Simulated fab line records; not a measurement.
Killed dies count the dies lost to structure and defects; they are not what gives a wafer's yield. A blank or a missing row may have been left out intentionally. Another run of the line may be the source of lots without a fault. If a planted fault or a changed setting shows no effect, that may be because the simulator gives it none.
Which tool is to blame? | flow sky130 | Sampling: 24 lots, 72 wafers, 3 of 708 route steps

== WHAT EACH GAUGE READ, for each wafer ==
SKY_VT_ADJUST_NCORE_OVL_MEAS_08. Usual: VT_ADJUST_NCORE_OVL gives 0.6 nm (standard deviation 1.4).
lot  | measured     | on         | VT_ADJUST_NCORE_OVL (nm) | flag
L074 | day 8 14:11  | overlay-02 | -0.4 -0.9 0.3            | 
L075 | day 8 23:12  | overlay-01 | -0.3 -1.2 -0.7           | 
L076 | day 9 06:08  | overlay-02 | -0.5 -0.3 -0.5           | 
L077 | day 9 14:40  | overlay-02 | 0.2 0.5 -0.1             | 
L078 | day 9 21:53  | overlay-02 | 0.3 2.0 0.1              | 
L079 | day 10 08:32 | overlay-02 | -0.1 -0.8 -0.5           | 
L080 | day 10 09:59 | overlay-01 | 2.8 0.2 1.9              | 
L081 | day 10 20:20 | overlay-02 | -0.5 -0.6 0.6            | 
L082 | day 11 00:56 | overlay-01 | 1.7 2.1 3.6              | 
L083 | day 11 03:44 | overlay-01 | -1.1 -0.7 -0.7           | 
L084 | day 11 12:32 | overlay-01 | 2.7 0.7 2.8              | 
L085 | day 11 22:41 | overlay-01 | 1.3 0.2 0.5              | 
L086 | day 12 06:56 | overlay-01 | 2.2 1.1 0.6              | 
L087 | day 12 11:14 | overlay-02 | -0.4 -2.1 -0.9           | 
L088 | day 12 18:29 | overlay-02 | 0.4 0.1 0.8              | 
L089 | day 12 23:56 | overlay-02 | 1.8 1.0 1.8              | 
L090 | day 13 09:15 | overlay-01 | 0.5 1.7 1.8              | 
L091 | day 13 17:38 | overlay-02 | -1.8 -1.8 -0.9           | 
L092 | day 14 00:29 | overlay-02 | 1.4 1.9 0.8              | 
L093 | day 14 03:47 | overlay-01 | 1.4 0.9 0.0              | 
L094 | day 14 14:29 | overlay-02 | 0.4 0.7 -0.7             | 
L095 | day 14 19:01 | overlay-01 | 0.9 0.6 -0.2             | 
L096 | day 15 00:22 | overlay-01 | 3.6 3.6 3.6              | 
L097 | day 15 11:12 | overlay-01 | 0.0 0.9 0.7              | 

SKY_LI_CONTACT_RS_MEAS_22: the measuring method here is four-point-probe. Usual: LI_CONTACT_W_RS gives 0.2832 ohm/sq (standard deviation 0.0027).
lot  | measured     | on           | LI_CONTACT_W_RS (ohm/sq) | flag
L074 | day 29 05:52 | filmMetro-01 | 0.2796 0.2850 0.2807     | 
L075 | day 30 04:46 | filmMetro-02 | 0.2803 0.2836 0.2848     | 
L076 | day 30 09:23 | filmMetro-04 | 0.2832 0.2865 0.2850     | 
L077 | day 30 12:25 | filmMetro-01 | 0.2835 0.2849 0.2823     | 
L078 | day 30 21:43 | filmMetro-01 | 0.2819 0.2810 0.2798     | 
L079 | day 31 08:22 | filmMetro-02 | 0.2849 0.2872 0.2869     | 
L080 | day 31 11:07 | filmMetro-02 | 0.2760 0.2803 0.2786     | 
L081 | day 31 22:29 | filmMetro-04 | 0.2841 0.2892 0.2854     | 
L082 | day 32 11:02 | filmMetro-04 | 0.2851 0.2864 0.2814     | 
L083 | day 32 12:01 | filmMetro-01 | 0.2835 0.2848 0.2876     | 
L084 | day 32 21:10 | filmMetro-02 | 0.2821 0.2773 0.2844     | 
L085 | day 33 06:37 | filmMetro-01 | 0.2845 0.2847 0.2867     | 
L086 | day 33 14:29 | filmMetro-01 | 0.2858 0.2859 0.2853     | 
L087 | day 33 19:05 | filmMetro-02 | 0.2811 0.2833 0.2818     | 
L088 | day 34 03:04 | filmMetro-04 | 0.2825 0.2871 0.2813     | 
L089 | day 34 15:21 | filmMetro-02 | 0.2813 0.2827 0.2847     | 
L090 | day 34 19:21 | filmMetro-01 | 0.2812 0.2879 0.2808     | 
L091 | day 35 00:42 | filmMetro-01 | 0.2800 0.2827 0.2792     | 
L092 | day 35 05:48 | filmMetro-04 | 0.2836 0.2775 0.2800     | 
L093 | day 35 09:55 | filmMetro-01 | 0.2902 0.2834 0.2832     | 
L094 | day 35 16:40 | filmMetro-04 | 0.2835 0.2888 0.2870     | 
L095 | day 36 00:04 | filmMetro-01 | 0.2838 0.2853 0.2865     | 
L096 | day 36 04:48 | filmMetro-02 | 0.2814 0.2849 0.2823     | 
L097 | day 36 13:33 | filmMetro-02 | 0.2815 0.2792 0.2819     | 

SKY_CONTACT_THK_MEAS_03. Usual: CONTACT_HDPCVD_THK gives 564 nm (standard deviation 6.6).
lot  | measured     | on           | CONTACT_HDPCVD_THK (nm) | flag
L074 | day 30 11:59 | filmMetro-01 | 552 564 549             | 
L075 | day 31 09:16 | filmMetro-04 | 559 555 561             | 
L076 | day 31 14:53 | filmMetro-04 | 572 568 570             | 
L077 | day 31 17:49 | filmMetro-04 | 571 568 561             | 
L078 | day 32 02:17 | filmMetro-03 | 563 574 563             | 
L079 | day 32 12:33 | filmMetro-03 | 568 565 564             | 
L080 | day 32 15:35 | filmMetro-03 | 569 558 571             | 
L081 | day 33 02:34 | filmMetro-01 | 567 562 568             | 
L082 | day 33 15:18 | filmMetro-04 | 566 555 549             | 
L083 | day 33 16:20 | filmMetro-04 | 567 558 563             | 
L084 | day 34 00:57 | filmMetro-03 | 557 559 570             | 
L085 | day 34 10:40 | filmMetro-01 | 580 569 579             | 
L086 | day 34 18:16 | filmMetro-04 | 567 563 568             | 
L087 | day 34 23:04 | filmMetro-03 | 570 567 575             | 
L088 | day 35 07:05 | filmMetro-04 | 563 571 559             | 
L089 | day 35 19:35 | filmMetro-01 | 559 557 570             | 
L090 | day 35 23:18 | filmMetro-04 | 558 564 563             | 
L091 | day 36 03:57 | filmMetro-04 | 558 554 564             | 
L092 | day 36 09:17 | filmMetro-04 | 569 568 576             | 
L093 | day 36 13:10 | filmMetro-01 | 567 568 562             | 
L094 | day 36 20:23 | filmMetro-03 | 574 552 566             | 
L095 | day 37 03:23 | filmMetro-03 | 558 560 564             | 
L096 | day 37 07:45 | filmMetro-01 | 557 558 562             | 
L097 | day 37 17:27 | filmMetro-03 | 567 572 566             | 

== WHICH TOOL RAN EACH LOT (tool, then ch and the chambers of the sampled wafers, then the start) ==
Record: no process step prior to these readings.

== WHAT THE TOOLS THEMSELVES READ (means of the sampled wafers that have a number; where no wafer has one, the mark that the record gives instead) ==
The record holds no such reading with a usual standard deviation.

== THE ANSWER, worked out from the rows above alone ==
Rule: lot off if the mean of its wafers having a number is beyond 3 standard deviations from the usual mean. A lot without any number at a reading at which 4 lots or more have one is off too. Any other lot the step has rows for is counted as sound. After the gauges, taken in route order, come the tools' own readings; for these a lot's mean is taken, as printed above. At the first step where some lot is off, the reading lying furthest off is the one used; lots without a number count as furthest.
No lot is off on any of the readings shown, so nothing can be concluded from this.

== WHAT WAS PUT IN BY THE SIMULATOR ==
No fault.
